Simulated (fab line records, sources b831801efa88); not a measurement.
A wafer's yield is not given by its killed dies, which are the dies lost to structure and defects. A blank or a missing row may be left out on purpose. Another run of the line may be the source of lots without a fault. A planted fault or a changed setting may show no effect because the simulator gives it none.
Struck lot and sound lot, side by side -- flow sky130 -- 15 out of 708 route steps
Sound: these wafers, L338.3, L338.4, L338.5. Wafers L347.2, L347.5, L347.6 were the ones struck. At the end, the cause is stated.
Per side, at each step with rows, come the tool, then ch with its chambers, and then its first start. Under that, the readings that differ: sound wafers -- struck wafers -- difference of the means -- sigmas: that difference in standard deviations of wafers without a fault.
alike: readings whose means differ by less than 2 such deviations, and words and numbers that are the same on both sides. not compared: withheld readings, readings that some wafer has no value for, bounds like >300 that may hide the same value, and numbers for which the record gives no deviation and whose values overlap.
A row with sigmas, a row that says differs or no value, or rows on one side alone: a step with any of these is where the two part. Numbers that don't overlap but have no deviation are shown without sigmas and don't part them. A reading that every wafer of one side lacks parts them only if that side has two wafers or more.

first, 2 steps without rows for these wafers: SKY_VT_ADJUST_LVTN_PEB_16; SKY_VT_ADJUST_LVTN_DEVELOP_17 (develop time 60 s).
SKY_VT_ADJUST_LVTN_OVL_MEAS_18:
  sound on overlay-02 at day 8 05:21; struck on overlay-02 at day 10 18:39
  alike: VT_ADJUST_LVTN_01_OVL
after that, 1 step had no rows for these wafers: SKY_VT_ADJUST_LVTN_IMPLANT_19.
SKY_VT_ADJUST_LVTN_STRIP_20: strips in O2/N2.
  sound on plasma-asher-02 ch 0,1, day 8 05:34; struck on plasma-asher-01 ch 0,1, day 10 18:50
  alike: drypump-motor-current-A, oes-product-au, strip-time-to-endpoint-s
  not compared: rf-hours-counter-h
SKY_VT_ADJUST_LVTN_TW_MEAS_21:
  sound on film-metro-04 at day 8 05:38; struck on film-metro-03 at day 10 18:56
  alike: VT_ADJUST_LVTN_2_TW
then, 6 steps without rows for these wafers: SKY_VT_ADJUST_NCORE_DEHYDRATE_00 (time 60 s); SKY_VT_ADJUST_NCORE_HMDS_01 (prime time 60 s); SKY_VT_ADJUST_NCORE_COAT_02 (resist thk 1140 nm); SKY_VT_ADJUST_NCORE_SOFTBAKE_03 (time 60 s); SKY_VT_ADJUST_NCORE_EXPOSE_04 (exposes mask LVTN COMPLEMENT THIN, target cd 380 nm); SKY_VT_ADJUST_NCORE_PEB_05.
SKY_VT_ADJUST_NCORE_DEVELOP_06: develop time 60 s.
  sound on litho-track-01 ch 0, day 9 02:24; struck on litho-track-01 ch 0, day 11 18:23
reading,sound,struck,difference,sigmas
developer-temp-C (C),23.11 23.09 22.97,21.95 21.96 21.98,-1.09,-11
  alike: chill-plate-temp-C
SKY_VT_ADJUST_NCORE_CD_MEAS_07: target cd 380 nm.
  sound on cd-sem-01 at day 9 02:32; struck on cd-sem-01 at day 11 18:31
  alike: cd-nm
-- record jumps: 37 days separate the struck wafers' starts on either side; left off in module VT_ADJUST_NCORE, taken up again in module PAD_OPEN, whose first shown step is the route's number 708 --
SKY_PAD_OPEN_PROBE_99:
  sound on prober-01 at day 46 17:41; struck on prober-02 at day 48 09:49
  alike: killed_at_M0_to_M3, killed_at_M4_up, killed-at-contacts, killed-at-front-end, killed-at-other, killed-dies, killed-open, killed-short

== WHERE THEY PART ==
Only at SKY_VT_ADJUST_NCORE_DEVELOP_06, within this record. Later steps at which nothing parts them and some readings are alike: SKY_VT_ADJUST_NCORE_CD_MEAS_07, SKY_PAD_OPEN_PROBE_99.

WHY: what had been put in by the simulator
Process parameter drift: litho-track-01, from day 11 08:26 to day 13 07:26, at SKY_VT_ADJUST_NCORE_DEVELOP_06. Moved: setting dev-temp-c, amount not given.
